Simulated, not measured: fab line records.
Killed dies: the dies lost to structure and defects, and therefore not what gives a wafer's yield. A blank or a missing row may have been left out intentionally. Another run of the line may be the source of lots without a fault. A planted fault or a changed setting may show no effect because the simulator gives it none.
Chamber matching -- flow sky130 -- SKY_CONTACT_CMP_27 on cmp-01 has 4 sister chambers
The step polishes, stops on SiO2, t overpolish 15 s, target thk 0 nm. 15 wafers are shown with their chamber, then 7 later ones without.

## WAFERS, EACH WITH ITS CHAMBER
wafer,chamber,motor current A (A),time to endpoint s (s),platen rpm (rpm)
L551.2,1,12.5,76.2,60.00
L551.3,2,11.3,81.3,60.04
L551.4,0,12.2,81.5,60.03
L552.3,1,11.5,80.8,59.99
L552.5,0,12.1,81.3,60.05
L552.6,3,13.2,81.1,60.04
L559.1,1,11.4,73.8,59.97
L559.3,2,11.8,83.3,60.05
L559.6,2,11.4,83.7,60.04
L561.4,2,11.4,82.7,59.97
L566.1,2,11.1,83.4,60.02
L566.3,0,11.7,82.5,60.04
L566.5,2,11.4,81.8,60.04
L571.3,1,12.2,78.3,59.99
L571.4,3,13.0,80.0,60.05

SIGNATURES, as means of the wafers listed above
reading,chamber 0,chamber 1,chamber 2,chamber 3,scatter within a chamber
motor current A,12.000,11.900,11.400,13.100,0.341
time to endpoint s,81.767,77.275,82.700,80.550,1.73
platen rpm,60.0400,59.9875,60.0267,60.0450,0.0214
Rule: a wafer lies at a distance from a chamber equal to the root of the sum of squares, over the readings, of (its reading less the chamber's mean, divided by the reading's scatter). If the next closest chamber is less than 2 further off than the closest, the wafer can't be placed; otherwise it belongs to the closest. How the scatter is found: for the shown wafers, subtract from each reading the mean of its chamber, square and add these, divide the total by (wafers less chambers), then take the root.

## WAFERS WITH NO CHAMBER GIVEN
wafer,motor current A (A),time to endpoint s (s),platen rpm (rpm)
L571.5,12.8,79.8,59.94
L570.2,11.7,80.7,60.03
L570.4,11.7,77.4,60.00
L570.6,11.7,82.2,59.99
L572.1,11.7,85.6,60.03
L572.4,13.5,82.0,59.99
L572.5,11.1,85.0,59.98

## EACH ONE'S CHAMBER
wafer,from the rows above,in truth
L571.5,can't be placed: 1 or 3 or 0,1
L570.2,can't be placed: 0 or 2 or 1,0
L570.4,1,1
L570.6,can't be placed: 2 or 0 or 1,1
L572.1,can't be placed: 2 or 0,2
L572.4,3,3
L572.5,can't be placed: 2 or 0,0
Correct placement for 2 of the 7. Unplaceable from these rows: 5, with the true chamber sitting among the candidates in 5. Placed wrongly: 0.
